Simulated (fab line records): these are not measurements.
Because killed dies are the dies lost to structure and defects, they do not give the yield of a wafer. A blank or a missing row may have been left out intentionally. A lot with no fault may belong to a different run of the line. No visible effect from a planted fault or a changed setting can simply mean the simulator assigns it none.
Which tool is to blame? | flow sky130 | 36 wafers from 12 lots sampled at 5 of the route's 708 steps

WHAT EACH GAUGE READ, for each wafer
SKY_FIELD_ISO_THK_MEAS_04.
lot  | measured    | on            | FIELD_ISO_CVD_03_THK (nm)
L304 | day 1 18:31 | film metro-02 | 165.1 165.1 165.5
L305 | day 2 00:11 | film metro-03 | 165.3 164.7 165.8
L307 | day 2 10:29 | film metro-02 | 168.7 165.6 165.9
L308 | day 2 15:46 | film metro-04 | 165.0 164.8 165.5
L309 | day 2 22:47 | film metro-03 | 164.8 164.5 163.5
L312 | day 3 12:14 | film metro-04 | 163.4 165.3 165.1
L315 | day 4 03:13 | film metro-04 | 166.5 164.5 165.8
L319 | day 4 21:29 | film metro-04 | 161.9 162.4 162.9
L320 | day 5 02:29 | film metro-04 | 164.7 163.0 163.3
L322 | day 6 16:19 | film metro-04 | 161.7 162.8 161.9
L323 | day 6 16:19 | film metro-02 | 165.0 164.9 166.0
L326 | day 6 16:20 | film metro-03 | 165.6 164.4 164.6

SKY_NWELL_RS_MEAS_29: measurement is done with a four-point probe.
lot  | measured     | on            | NWELL_RS (ohm/sq)
L304 | day 5 09:35  | film metro-01 | 627.0 626.5 629.1
L305 | day 5 19:16  | film metro-04 | 624.2 623.9 625.3
L307 | day 6 03:11  | film metro-04 | 604.0 600.9 603.3 603.9 603.1 603.3
L308 | day 6 12:52  | film metro-03 | 625.8 623.2 623.8
L309 | day 6 20:20  | film metro-04 | 622.8 624.2 625.1
L312 | day 7 10:02  | film metro-01 | 606.0 606.5 606.4 606.5 608.3 606.7
L315 | day 8 01:17  | film metro-03 | 605.8 605.2 606.8 605.8 603.8 605.8
L319 | day 9 02:02  | film metro-04 | 623.7 622.6 623.5
L320 | day 9 11:20  | film metro-01 | 627.5 627.5 627.7
L322 | day 11 12:20 | film metro-03 | 624.9 623.5 625.1
L323 | day 11 12:40 | film metro-04 | 624.5 624.3 623.0
L326 | day 11 12:40 | film metro-01 | 624.2 624.6 625.9

WHAT TOOL EACH LOT RAN ON (gives the tool, then ch and the chambers of the sampled wafers, and finally the start)
lot  | SKY_FIELD_ISO_ETCH_14             | SKY_NWELL_IMPLANT_13            | SKY_NWELL_RTA_28
L304 | rie diel-03 ch 0,1,2, day 2 09:10 | implanter-03 ch 0, day 4 15:34  | rtp anneal-02 ch 0, day 5 09:29
L305 | rie diel-01 ch 0,3, day 2 15:06   | implanter-03 ch 0, day 5 00:49  | rtp anneal-02 ch 0, day 5 19:09
L307 | rie diel-04 ch 0,1,2, day 3 00:58 | implanter-02 ch 0, day 5 09:27  | rtp anneal-02 ch 0, day 6 03:05
L308 | rie diel-04 ch 1,2, day 3 07:41   | implanter-04 ch 0, day 5 19:33  | rtp anneal-01 ch 0, day 6 12:46
L309 | rie diel-01 ch 0,2,3, day 3 14:55 | implanter-03 ch 0, day 6 04:12  | rtp anneal-01 ch 0, day 6 20:14
L312 | rie diel-01 ch 1,2, day 4 04:44   | implanter-04 ch 0, day 6 14:36  | rtp anneal-02 ch 0, day 7 09:56
L315 | rie diel-04 ch 1,3, day 4 19:14   | implanter-04 ch 0, day 7 05:22  | rtp anneal-01 ch 0, day 8 01:11
L319 | rie diel-01 ch 2,3, day 5 15:29   | implanter-02 ch 0, day 8 04:48  | rtp anneal-01 ch 0, day 9 01:56
L320 | rie diel-03 ch 0,2,3, day 5 20:02 | implanter-04 ch 0, day 8 13:02  | rtp anneal-02 ch 0, day 9 11:14
L322 | rie diel-04 ch 2,3, day 7 12:07   | implanter-04 ch 0, day 10 13:16 | rtp anneal-01 ch 0, day 11 12:13
L323 | rie diel-01 ch 0,2,3, day 7 12:46 | implanter-02 ch 0, day 10 13:33 | rtp anneal-02 ch 0, day 11 12:34
L326 | rie diel-03 ch 0,1,3, day 7 13:16 | implanter-03 ch 0, day 10 13:57 | rtp anneal-01 ch 0, day 11 12:34
- SKY_FIELD_ISO_ETCH_14: etches BARC in N2/H2, stops on SiO2, time 45.9 s, target depth 60 nm.
- SKY_NWELL_IMPLANT_13
- SKY_NWELL_RTA_28: time 30 s.

WHAT THE TOOLS THEMSELVES READ (means of the sampled wafers that have a number; where no wafer has one, the mark that the record gives instead)
SKY_FIELD_ISO_ETCH_14.
lot  | tool        | drypump motor current A (A) | h2 flow sccm (sccm) | oes product au (a.u.) | throttle valve pct (%)
L304 | rie diel-03 | 5.7                         | 199.7               | 0.851                 | 13.220
L305 | rie diel-01 | 5.5                         | 199.7               | 0.855                 | 13.231
L307 | rie diel-04 | 5.4                         | 200.6               | 0.854                 | 13.228
L308 | rie diel-04 | 5.5                         | 200.0               | 0.858                 | 13.221
L309 | rie diel-01 | 5.6                         | 199.9               | 0.856                 | 13.220
L312 | rie diel-01 | 6.1                         | 199.4               | 0.856                 | 13.223
L315 | rie diel-04 | 5.1                         | 199.7               | 0.855                 | 13.227
L319 | rie diel-01 | 5.9                         | 200.9               | 0.859                 | 13.234
L320 | rie diel-03 | 5.4                         | 200.0               | 0.856                 | 13.217
L322 | rie diel-04 | 5.4                         | 200.4               | 0.860                 | 13.233
L323 | rie diel-01 | 5.6                         | 200.1               | 0.853                 | 13.220
L326 | rie diel-03 | 5.6                         | 199.8               | 0.855                 | 13.225

SKY_NWELL_IMPLANT_13.
lot  | tool         | beam on s (s)
L304 | implanter-03 | 9.94
L305 | implanter-03 | 10.15
L307 | implanter-02 | 10.01
L308 | implanter-04 | 9.90
L309 | implanter-03 | 10.06
L312 | implanter-04 | 9.97
L315 | implanter-04 | 9.94
L319 | implanter-02 | 10.05
L320 | implanter-04 | 10.24
L322 | implanter-04 | 10.23
L323 | implanter-02 | 9.77
L326 | implanter-03 | 9.89

SKY_NWELL_RTA_28.
lot  | tool          | lamp power pct (%) | ramp up c per s | wafer_temp_C_max
L304 | rtp anneal-02 | 25.30              | 150.00          | 1054.7
L305 | rtp anneal-02 | 25.30              | 149.99          | 1055.1
L307 | rtp anneal-02 | 25.31              | 149.96          | 1055.6
L308 | rtp anneal-01 | 25.28              | 149.98          | 1055.3
L309 | rtp anneal-01 | 25.31              | 150.02          | 1055.6
L312 | rtp anneal-02 | 25.29              | 150.00          | 1054.0
L315 | rtp anneal-01 | 25.31              | 149.99          | 1055.7
L319 | rtp anneal-01 | 25.35              | 149.98          | 1054.7
L320 | rtp anneal-02 | 25.30              | 149.97          | 1054.7
L322 | rtp anneal-01 | 25.27              | 150.00          | 1054.4
L323 | rtp anneal-02 | 25.31              | 150.01          | 1055.0
L326 | rtp anneal-01 | 25.29              | 149.98          | 1055.1

THE ANSWER, worked out from the rows above alone
Rule: what is usual is taken from the lots themselves. The widest of any qualifying gaps counts: lots, ordered by their means at a reading, are off when they make up no more than a third of the lots, leave a main group of 4 or more, and stand apart from it by 3 or more times the standard deviation of that group's means. A main group whose means are all the same, to the digits that the tables above print for the reading, isn't used. A lot without any number at a reading at which 4 lots or more have one is off too. Any other lot the step has rows for is counted as sound. Order of review: gauges by route order, followed by the tools' own readings, for which a lot's mean as printed above is used. The first step at which some lot is off is used, and at that step the reading that is off furthest; a lot without a number counts as furthest.
Off: L307, L312, L315, seen at SKY_NWELL_RS_MEAS_29 (NWELL_RS). The main group: mean 624.9 ohm/sq, standard deviation 1.5.
If a tool, at a process step before that reading, ran all the lots that are off and no sound lot after the first of them, it fits. The gauges at SKY_NWELL_RS_MEAS_29 are tried like those tools. None of those tried fits.

WHAT THE SIMULATOR PUT IN
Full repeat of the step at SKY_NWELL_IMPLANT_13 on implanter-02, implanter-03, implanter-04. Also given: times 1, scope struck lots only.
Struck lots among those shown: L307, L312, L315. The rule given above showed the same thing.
